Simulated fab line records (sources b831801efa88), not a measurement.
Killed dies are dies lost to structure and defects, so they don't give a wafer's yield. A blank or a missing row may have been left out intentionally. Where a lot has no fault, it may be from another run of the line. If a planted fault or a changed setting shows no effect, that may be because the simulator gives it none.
fab line records ; flow sky130
record lots=13; wafers=39; lastDay=50
route steps=708 shown VIA2@521
lots untouched by any fault: they come from a run of this same line in which no faults occurred
startH: hours from the record's first day to the start of the lot's first wafer shown ; waitH: hours elapsed since this lot's preceding step ; " as in the row above ; L1.1+2: one row covering several wafers at once ; - value missing, or start not given ; * or withheld: withheld ; < > ~ a bound
route shown NAME@n: a module of which the file shows steps, and the number in the route of the first ; usual: mean/standard deviation of fault-free wafers ; same: alike in all rows ; chamber/n: place in a boat ; sites: readings site by site ; _std_site: how widely they spread, as a standard deviation ; _edge_site: inner sites' mean taken away from outer sites' mean ; radiusMm: how far each site lies from the wafer's centre ; mask NAME#n: copy n ; behind: the most recent tool/chamber to have shaped the wafer ; hold: what put the lot on hold/how long, in hours/how the hold closed ; device: which transistor (n, p or np) failed to switch ; end of line: the tests these same wafers got at the end of their route ; where a step has no rows: the recipe by itself ; killed: dies that structure and defects cost at the first sort, which is not the same as the wafer's yield ; map: per-die view of a wafer (x killed, . not killed, _ where there is no die)
set.NAME: the run value of the setting; set.NAME@STEP: its run value at that earlier step ; model.NAME: the simulator's own value behind a step, which no gauge read
one table for each step of the route and one row for each wafer, over a sample of lots
services: the hour from which a tool's chamber was out of use, counted from the record's first day as startH (under 0 if before that day), plus the number of hours and why
## steps
# step SKY_VIA2_ETCH_14
# recipe chemistry=N2/H2; target=BARC; ionEnergyEv=200; sourceW=500; biasW=100; pressureMtorr=30; n2FlowSccm=100; h2FlowSccm=200; stopOn=SiO2; timeS=45.9; targetDepthA=600
# usual drypumpMotorCurrentA=5.8/0.34; oesProductAu=0.855/0.0048; runLengthS=74.1/0.4; throttleValvePct=13.225/0.01
lot.wafer;tool;chamber;startH;waitH;drypumpMotorCurrentA;oesProductAu;rfHoursCounterH;runLengthS;throttleValvePct
L838.3;rieDiel-04;1;837.41;0.0;5.8;0.861;1;74.6;13.223
L838.4;rieDiel-04;0;837.41;0.0;5.9;0.854;8;74.0;13.230
L838.5;rieDiel-04;0;837.41;0.0;5.9;0.849;-;73.9;13.244
L839.1;rieDiel-01;0;837.76;0.0;6.0;0.854;4;73.8;13.242
L839.4;rieDiel-01;1;837.76;0.0;6.0;0.850;-;74.9;13.227
L839.6;rieDiel-01;3;837.76;0.0;5.6;0.845;-;74.1;13.218
L841.1;rieDiel-04;3;858.64;0.0;5.4;0.862;7;73.4;13.229
L841.5;rieDiel-04;3;858.64;0.0;5.4;0.854;-;73.5;13.226
L841.6;rieDiel-04;0;858.64;0.0;5.9;0.855;-;73.7;13.236
L842.1;rieDiel-01;0;862.94;0.0;6.0;0.853;5;74.3;13.232
L842.3;rieDiel-01;2;862.94;0.0;5.9;0.855;15;74.4;13.217
L842.6;rieDiel-01;2;862.94;0.0;5.9;0.851;-;74.0;13.249
L844.1;rieDiel-01;3;878.13;0.0;5.6;0.859;24;74.4;13.218
L844.3;rieDiel-01;0;878.13;0.0;6.0;0.938;5;69.4;13.219
L844.5;rieDiel-01;2;878.13;0.0;5.9;0.934;-;70.0;13.248
L851.3;rieDiel-03;3;927.13;0.0;6.3;0.853;17;74.0;13.217
L851.4;rieDiel-03;2;927.13;0.0;5.5;0.860;10;74.0;13.244
L851.5;rieDiel-03;0;927.13;0.0;5.9;0.849;-;75.0;13.232
L853.1;rieDiel-03;1;944.39;0.0;5.3;0.853;23;73.8;13.224
L853.5;rieDiel-03;0;944.39;0.0;5.9;0.861;-;74.4;13.223
L853.6;rieDiel-03;3;944.39;0.0;6.3;0.859;-;73.9;13.225
L854.1;rieDiel-04;3;958.11;0.0;5.4;0.854;9;73.7;13.219
L854.3;rieDiel-04;0;958.11;0.0;5.9;0.861;11;73.8;13.242
L854.4;rieDiel-04;1;958.11;0.0;5.8;0.852;4;74.2;13.228
L855.1;rieDiel-01;0;958.83;0.0;5.9;0.857;8;74.1;13.236
L855.5;rieDiel-01;2;958.83;0.0;5.9;0.855;-;74.0;13.230
L855.6;rieDiel-01;1;958.83;0.0;6.0;0.852;-;74.4;13.228
L857.1;rieDiel-03;3;991.01;0.0;6.3;0.849;20;73.9;13.239
L857.4;rieDiel-03;1;991.01;0.0;5.3;0.864;25;73.5;13.214
L857.5;rieDiel-03;3;991.01;0.0;6.3;0.858;-;73.9;13.221
L859.1;rieDiel-04;3;998.06;0.0;5.4;0.853;10;73.7;13.233
L859.3;rieDiel-04;2;998.06;0.0;6.5;0.847;6;74.8;13.239
L859.5;rieDiel-04;3;998.06;0.0;5.4;0.861;-;73.3;13.210
L860.1;rieDiel-03;1;999.21;0.0;5.3;0.849;25;73.7;13.214
L860.3;rieDiel-03;2;999.21;0.0;5.5;0.857;12;73.8;13.219
L860.6;rieDiel-03;2;999.21;0.0;5.5;0.854;-;74.4;13.229
L861.2;rieDiel-04;2;1002.79;0.0;6.4;0.864;6;74.7;13.228
L861.3;rieDiel-04;3;1002.79;0.0;5.4;0.861;10;73.6;13.221
L861.5;rieDiel-04;3;1002.79;0.0;5.4;0.864;-;73.4;13.224
## services
tool;chamber;startH;hours;kind
rieDiel-01;1;827.46;6.3;repair
rieDiel-01;2;829.35;10.1;repair
rieDiel-03;0;839.57;15.2;repair
rieDiel-03;0;875.14;11.4;repair
rieDiel-01;1;905.60;3.3;repair
rieDiel-01;-;984.85;0.8;repair
rieDiel-01;0;994.32;11.0;repair
rieDiel-01;3;995.96;13.8;repair
## key
firstSign step=SKY_VIA2_ETCH_14; reading=oesProductAu; direction=up; sigmas=17; usual=0.855; struck=0.936
effect step=SKY_VIA2_ETCH_14; reading=runLengthS; direction=down; sigmas=11; usual=*; struck=*
metAt SKY_VIA2_ETCH_14
struckLots L844
struckWafers L844.3,L844.5
sortLeftOut L844.3,L844.5
onsetBetween 862.94 878.13
fault kind=processParameterDrift; tool=rieDiel-01; chamber=-; onsetH=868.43; steps=SKY_VIA2_ETCH_14; channel=timeS; offset=*; shape=step; endH=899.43; scope=struckWafersOnly; actsIn=*; stated=*
# sortLeftOut: the simulated sort isn't trusted on such a fault, so these wafers' sort isn't shown, and their yield isn't known
